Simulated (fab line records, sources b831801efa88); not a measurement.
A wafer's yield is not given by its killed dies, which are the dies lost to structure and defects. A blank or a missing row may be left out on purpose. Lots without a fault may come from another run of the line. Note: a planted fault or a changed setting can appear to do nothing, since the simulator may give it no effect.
fab line records    flow sky130
record lots=11  wafers=33  last_day=52
route steps=708 shown CONTACT@429 METAL1@453 VIA1@460 PAD_OPEN@708
lots that met no fault: taken from a fault-free run of the same line
start_h: the number of hours between the record's first day and the start of the first shown wafer of the lot    wait_h: how many hours have passed since the lot's step before this one    " same as the row above    L1.1+2: a row that stands for several wafers    - no value, or no start given    * or withheld: withheld    < > ~ a bound
route shown NAME@n: names a module that has steps shown in the file, with the first one's number in the route    usual: mean/standard deviation of fault-free wafers    same: alike in all rows    chamber/n: place in a boat    sites: readings site by site    _std_site: standard deviation of those values    _edge_site: the outer-site mean with the inner-site mean subtracted    radius_mm: for every site, how far away it sits from the centre of the wafer    mask NAME#n: copy n    behind: the most recent tool/chamber to have shaped the wafer    hold: why the lot was held/for how many hours/how that ended    device: the transistor (n, p or np) that didn't switch    end of line: tests of these same wafers at the route's end    step lacking rows: just its recipe    killed: count of dies lost to structure and defects at first sort (not the wafer's yield)    map: dies across one wafer; x = killed, . = not, _ = none there
set.NAME: setting as actually run; set.NAME@STEP: the setting as run at that earlier step    model.NAME: the simulator's own value behind a step, which no gauge read
one table for each step of the route and one row for each wafer, over a sample of lots
services: a tool's chamber out of use, with start hour (start_h, from the record's first day; less than 0 if before it), hours out, and reason
## steps
# step SKY_CONTACT_SPUTTER_23
# recipe material=TiN  target_thk_nm=20  chamber_pressure_pa=5  power_w=4000  time_s=80
# usual throttle_valve_pct=29.5/0.81
lot.wafer  tool            chamber  start_h  wait_h  throttle_valve_pct
L849.1     pvd_sputter-02  -        681.51   0.0     29.1
L849.2     "               -        "        "       29.8
L849.3     "               -        "        "       30.0
L851.1     pvd_sputter-03  -        684.22   0.0     29.0
L851.3     "               -        "        "       29.0
L851.6     "               -        "        "       29.5
L853.2     pvd_sputter-03  -        699.79   0.0     28.4
L853.4     "               -        "        "       30.1
L853.5     "               -        "        "       28.3
L855.1     pvd_sputter-02  -        709.30   0.0     30.2
L855.2     "               -        "        "       28.8
L855.6     "               -        "        "       29.9
L856.2     pvd_sputter-03  -        724.92   0.0     29.8
L856.4     "               -        "        "       28.7
L856.6     "               -        "        "       29.0
L859.1     pvd_sputter-03  -        737.24   0.0     28.7
L859.3     "               -        "        "       30.1
L859.6     "               -        "        "       29.1
L865.1     pvd_sputter-02  -        786.28   0.0     29.8
L865.5     "               -        "        "       30.0
L865.6     "               -        "        "       29.9
L866.1     pvd_sputter-02  -        792.09   0.0     29.2
L866.3     "               -        "        "       30.0
L866.6     "               -        "        "       29.4
L869.2     pvd_sputter-01  -        977.69   0.0     30.5
L869.3     "               -        "        "       31.4
L869.4     "               -        "        "       28.2
L871.2     pvd_sputter-02  -        985.94   0.0     30.0
L871.4     "               -        "        "       29.1
L871.6     "               -        "        "       29.9
L872.2     pvd_sputter-01  -        987.75   0.0     28.4
L872.3     "               -        "        "       30.7
L872.5     "               -        "        "       31.4
# step SKY_METAL1_METAL_ETCH_19
# recipe target_depth_a=3600  stop_on=SiO2  over_etch_frac=0.3  time_s=78  chemistry=Cl2/BCl3  resist_sidewall_deg=88  pressure_mtorr=10  icp_w=900  bias_w=48.5  Cl2_flow_sccm=60  bcl3_flow_sccm=30
# usual drypump_motor_current_A=5.9/0.49  oes_product_au=0.855/0.0058  rf_fwd_power_W=893.1/2.7  throttle_valve_pct=22.264/0.0095
lot.wafer  tool          chamber  start_h  wait_h  drypump_motor_current_A  oes_product_au  rf_fwd_power_W  rf_hours_counter_h  throttle_valve_pct
L849.1     rie_metal-02  1        712.04   0.0     6.1                      0.853           894.1           5                   22.271
L849.2     "             0        "        "       6.5                      0.842           895.5           2                   22.259
L849.3     "             1        "        "       6.2                      0.842           894.3           -                   22.264
L851.1     rie_metal-02  0        715.19   0.0     6.4                      0.853           892.9           3                   22.252
L851.3     "             0        "        "       6.4                      0.851           891.9           -                   22.261
L851.6     "             1        "        "       6.1                      0.856           895.5           -                   22.261
L853.2     rie_metal-02  1        729.81   0.0     6.2                      0.863           890.6           6                   22.257
L853.4     "             1        "        "       6.2                      0.854           892.2           -                   22.259
L853.5     "             0        "        "       6.5                      0.848           895.2           -                   22.267
L855.1     rie_metal-03  1        739.34   0.0     5.6                      0.863           891.2           12                  22.262
L855.2     "             0        "        "       5.1                      0.852           890.6           6                   22.268
L855.6     "             0        "        "       5.1                      0.859           889.2           -                   22.264
L856.2     rie_metal-02  0        755.43   0.0     6.4                      0.861           894.2           4                   22.255
L856.4     "             0        "        "       6.5                      0.857           891.1           -                   22.264
L856.6     "             0        "        "       6.5                      0.868           895.0           -                   22.261
L859.1     rie_metal-02  1        765.86   0.0     6.1                      0.848           895.3           6                   22.267
L859.3     "             0        "        "       6.5                      0.850           893.5           -                   22.258
L859.6     "             0        "        "       6.5                      0.848           896.2           -                   22.274
L865.1     rie_metal-03  0        812.94   0.0     5.1                      0.855           896.7           9                   22.264
L865.5     "             1        "        "       5.6                      0.849           893.6           -                   22.263
L865.6     "             0        "        "       5.1                      0.848           894.6           -                   22.276
L866.1     rie_metal-02  0        820.04   0.0     6.5                      0.857           891.2           7                   22.276
L866.3     "             1        "        "       6.2                      0.859           893.2           -                   22.259
L866.6     "             0        "        "       6.5                      0.849           890.7           -                   22.275
L869.2     rie_metal-03  1        1004.24  0.0     5.6                      0.855           895.7           7                   22.271
L869.3     "             0        "        "       5.1                      0.855           895.9           -                   22.266
L869.4     "             1        "        "       5.6                      0.857           898.1           -                   22.257
L871.2     rie_metal-04  0        1011.14  0.0     6.4                      0.854           891.9           15                  22.260
L871.4     "             0        "        "       6.5                      0.847           891.8           -                   22.277
L871.6     "             1        "        "       5.6                      0.849           890.9           -                   22.266
L872.2     rie_metal-03  0        1012.74  0.0     5.1                      0.857           895.7           18                  22.265
L872.3     "             0        "        "       5.1                      0.861           894.3           -                   22.265
L872.5     "             0        "        "       5.1                      0.863           899.7           -                   22.278
# step SKY_METAL1_STRIP_20
# recipe chemistry=O2/N2  power_w=1400  pressure_mtorr=1500  platen_temp_c=withheld  o2_flow_sccm=3000  n2_flow_sccm=300  overash_fraction=0.5
# usual drypump_motor_current_A=5.85/0.27  oes_product_au=0.344/0.005  strip_time_to_endpoint_s=2.72/0.043
lot.wafer  tool             chamber  start_h  wait_h  drypump_motor_current_A  oes_product_au  rf_hours_counter_h  strip_time_to_endpoint_s
L849.1     plasma_asher-04  1        712.13   0.1     5.90                     0.345           106                 2.68
L849.2     "                0        "        "       5.54                     0.348           106                 2.73
L849.3     "                0        "        "       5.56                     0.349           -                   2.67
L851.1     plasma_asher-03  1        715.28   0.1     6.18                     0.345           88                  2.74
L851.3     "                0        "        "       5.84                     0.344           -                   2.73
L851.6     "                1        "        "       6.15                     0.349           -                   2.73
L853.2     plasma_asher-03  0        729.90   0.1     5.84                     0.343           90                  2.72
L853.4     "                1        "        "       6.17                     0.344           -                   2.71
L853.5     "                1        "        "       6.19                     0.338           -                   2.73
L855.1     plasma_asher-03  0        739.43   0.1     5.83                     0.348           91                  2.68
L855.2     "                1        "        "       6.19                     0.341           91                  2.74
L855.6     "                1        "        "       6.18                     0.342           -                   2.75
L856.2     plasma_asher-03  0        755.52   0.1     5.84                     0.350           92                  2.79
L856.4     "                1        "        "       6.15                     0.351           -                   2.73
L856.6     "                1        "        "       6.15                     0.335           -                   2.74
L859.1     plasma_asher-03  1        765.95   0.1     6.19                     0.348           93                  2.69
L859.3     "                1        "        "       6.17                     0.346           -                   2.68
L859.6     "                1        "        "       6.17                     0.344           -                   2.70
L865.1     plasma_asher-03  0        813.03   0.1     5.83                     0.349           98                  2.76
L865.5     "                1        "        "       6.16                     0.337           -                   2.69
L865.6     "                0        "        "       5.85                     0.344           -                   2.75
L866.1     plasma_asher-04  1        820.13   0.1     5.91                     0.337           8                   2.68
L866.3     "                0        "        "       5.55                     0.354           -                   2.69
L866.6     "                1        "        "       5.90                     0.346           -                   2.66
L869.2     plasma_asher-03  0        1004.33  0.1     5.83                     0.350           118                 2.73
L869.3     "                0        "        "       5.81                     0.335           -                   2.75
L869.4     "                1        "        "       6.16                     0.344           -                   2.75
L871.2     plasma_asher-01  0        1011.23  0.1     5.25                     0.346           83                  2.77
L871.4     "                1        "        "       6.11                     0.346           -                   2.78
L871.6     "                1        "        "       6.03                     0.336           -                   2.67
L872.2     plasma_asher-01  0        1012.83  0.1     5.25                     0.341           83                  2.72
L872.3     "                0        "        "       5.20                     0.344           -                   2.71
L872.5     "                0        "        "       5.21                     0.342           -                   2.70
# step SKY_VIA1_CMP_02
# recipe material=SiO2  down_force_psi=4  platen_rpm=60  pad_velocity_m_s=0.94248
# usual motor_current_A=11.7/0.96  platen_rpm=60.00/0.045
lot.wafer  tool    chamber  start_h  wait_h  motor_current_A  platen_rpm
L849.3     cmp-01  0        712.95   0.1     10.8             59.99
L849.2     "       1        "        "       11.6             59.95
L849.1     "       2        "        "       11.8             59.94
L851.3     cmp-02  2        716.08   0.0     12.7             60.05
L851.1     "       1        "        "       10.6             60.06
L851.6     "       3        "        "       12.1             60.03
L853.4     cmp-02  0        730.69   0.0     12.2             59.98
L853.2     "       2        "        "       13.6             60.05
L853.5     "       0        "        "       12.3             59.93
L855.2     cmp-02  1        740.19   0.0     10.9             60.02
L855.1     "       2        "        "       12.7             60.15
L855.6     "       2        "        "       12.9             59.99
L856.2     cmp-02  2        756.28   0.0     13.4             60.04
L856.4     "       1        "        "       10.8             66.01
L856.6     "       2        "        "       13.2             59.97
L859.3     cmp-02  1        766.71   0.0     10.2             65.96
L859.1     "       3        "        "       11.5             60.00
L859.6     "       2        "        "       12.8             59.96
L865.1     cmp-01  3        813.85   0.1     12.2             60.01
L865.6     "       2        "        "       11.4             59.98
L865.5     "       3        "        "       12.5             60.00
L866.1     cmp-02  0        820.90   0.1     11.7             59.95
L866.3     "       1        "        "       10.2             60.06
L866.6     "       1        "        "       10.7             59.96
L869.2     cmp-01  2        1005.09  0.0     11.4             59.94
L869.3     "       3        "        "       12.9             60.00
L869.4     "       1        "        "       11.6             59.95
L871.2     cmp-02  2        1012.47  0.1     13.7             59.93
L871.4     "       3        "        "       12.1             59.96
L871.6     "       2        "        "       13.8             60.11
L872.2     cmp-02  1        1014.13  0.1     10.6             60.01
L872.3     "       2        "        "       12.7             60.03
L872.5     "       3        "        "       12.0             60.02
# step SKY_PAD_OPEN_PROBE_99
# usual defect_limited_yield=82.5/1.9  killed_at_M0_to_M3=43/7  killed_at_M4_up=2.7/1.6  killed_at_contacts=24/5.3  killed_at_front_end=16/4.6  killed_at_other=0.3/0.53  killed_dies=86/9.3  killed_open=47/6.9  killed_short=38/6.1  sort_bin_3_pad_short=0.9/0.4  sort_bin_5_function=10.3/1.4  sort_bin_6_memory=6.3/1.1  sort_n_pass=406/9.3  sort_yield_pct=82.5/1.9
# same gross_dies=492  killed_at_back_side=0  sort_bin_4_leakage[%]=0  sort_bin_8_speed[%]=0
lot.wafer  tool       chamber  start_h  wait_h  defect_limited_yield[%]  killed_at_M0_to_M3  killed_at_M4_up  killed_at_contacts  killed_at_front_end  killed_at_other  killed_dies  killed_open  killed_short  sort_bin_3_pad_short[%]  sort_bin_5_function[%]  sort_bin_6_memory[%]  sort_n_pass  sort_yield_pct[%]
L865.1     prober-01  -        1113.46  0.1     80.3                     47                  3                29                  17                   1                97           53           44            1.8                      12.2                    5.7                   395          80.3
L865.5     prober-01  -        1113.66  0.2     84.3                     38                  4                26                  9                    0                77           41           34            0.8                      7.7                     7.1                   415          84.3
L865.6     prober-01  -        1113.71  0.2     85.8                     41                  3                18                  8                    0                70           34           36            0.6                      7.9                     5.7                   422          85.8
L866.1     prober-02  -        1116.71  0.1     80.7                     50                  5                29                  11                   0                95           55           40            0.8                      10.2                    8.3                   397          80.7
L866.3     prober-02  -        1116.81  0.2     81.7                     50                  2                20                  18                   0                90           61           29            0.6                      11.8                    5.9                   402          81.7
L866.6     prober-02  -        1116.96  0.2     80.1                     49                  4                27                  18                   0                98           55           42            0                        12.8                    7.1                   394          80.1
# killed by level:class
L865.1 CONTACT:geometric_particle:open=11 VIA3:geometric_particle:open=9 LI_CONTACT:geometric_particle:open=7 METAL2:geometric_particle:short=7 VIA2:geometric_particle:open=7 FIELD_ISO:geometric_particle:short=6 VIA1:geometric_particle:open=6 CONTACT:geometric_particle:short=5
L865.5 LI_CONTACT:geometric_particle:open=7 VIA1:geometric_particle:open=6 CONTACT:geometric_particle:open=6 CONTACT:geometric_particle:short=6 VIA1:geometric_particle:short=6 VIA2:geometric_particle:open=6 METAL3:geometric_particle:short=5 VIA3:geometric_particle:short=4
L865.6 METAL2:geometric_particle:short=10 CONTACT:geometric_particle:open=9 VIA1:geometric_particle:open=7 VIA2:geometric_particle:open=7 POLY_GATE:geometric_particle:short=4 LI_CONTACT:geometric_particle:open=4 METAL1:geometric_particle:short=4 FIELD_ISO:geometric_particle:short=3
L866.1 VIA1:geometric_particle:open=12 CONTACT:geometric_particle:open=10 LI_CONTACT:geometric_particle:open=9 VIA2:geometric_particle:open=9 VIA3:geometric_particle:short=5 CONTACT:geometric_particle:short=5 METAL2:geometric_particle:short=5 VIA3:geometric_particle:open=4
L866.3 VIA1:geometric_particle:open=15 VIA2:geometric_particle:open=9 CONTACT:geometric_particle:open=8 LI_CONTACT:geometric_particle:open=7 VIA3:geometric_particle:open=6 FIELD_ISO:geometric_particle:short=5 POLY_GATE:geometric_particle:open=4 LOCAL_INTERCONNECT:geometric_particle:short=4
L866.6 VIA1:geometric_particle:open=14 CONTACT:geometric_particle:open=9 LI_CONTACT:geometric_particle:open=8 FIELD_ISO:geometric_particle:open=7 VIA1:geometric_particle:short=7 VIA2:geometric_particle:open=6 VIA3:geometric_particle:open=6 FIELD_ISO:geometric_particle:short=5
## services
tool             chamber  start_h  hours  kind
cmp-01           -        661.12   8.0    pm
pvd_sputter-01   -        666.87   0.5    repair
cmp-01           -        671.47   8.5    pm
plasma_asher-03  -        681.86   2.8    pm
cmp-01           -        702.90   0.7    repair
cmp-01           -        720.80   1.0    repair
rie_metal-03     -        725.87   2.8    pm
plasma_asher-04  -        733.75   9.0    pm
pvd_sputter-03   -        743.35   4.5    repair
cmp-02           -        744.11   4.0    pm
pvd_sputter-01   -        766.60   15.7   repair
rie_metal-02     -        791.50   1.4    pm
cmp-01           -        814.82   1.0    repair
cmp-01           -        837.94   1.5    repair
rie_metal-03     0        843.20   6.2    repair
pvd_sputter-03   -        847.33   1.7    repair
cmp-02           -        852.25   0.3    repair
plasma_asher-01  -        870.36   0.9    repair
rie_metal-02     -        870.42   2.8    pm
cmp-02           -        899.48   7.5    pm
cmp-01           -        912.12   4.0    pm
rie_metal-02     1        988.70   3.0    repair
cmp-01           -        1008.04  0.6    repair
cmp-02           -        1009.75  2.4    repair
## key
first_sign step=SKY_VIA1_CMP_02  reading=platen_rpm  direction=up  sigmas=99+  usual=60.00  struck=65.99
effect none on later readings
met_at SKY_VIA1_CMP_02
struck_lots L856,L859
struck_wafers L856.4,L859.3
not_acting_at SKY_CONTACT_SPUTTER_23,SKY_METAL1_METAL_ETCH_19,SKY_METAL1_STRIP_20
onset_between 740.19 756.28
fault kind=process_parameter_drift  tool=cmp-02  chamber=1  onset_h=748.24  steps=SKY_VIA1_CMP_02  channel=platen_rpm  offset=6  shape=step  end_h=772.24  acts_in=these_recipes_only  stated=60
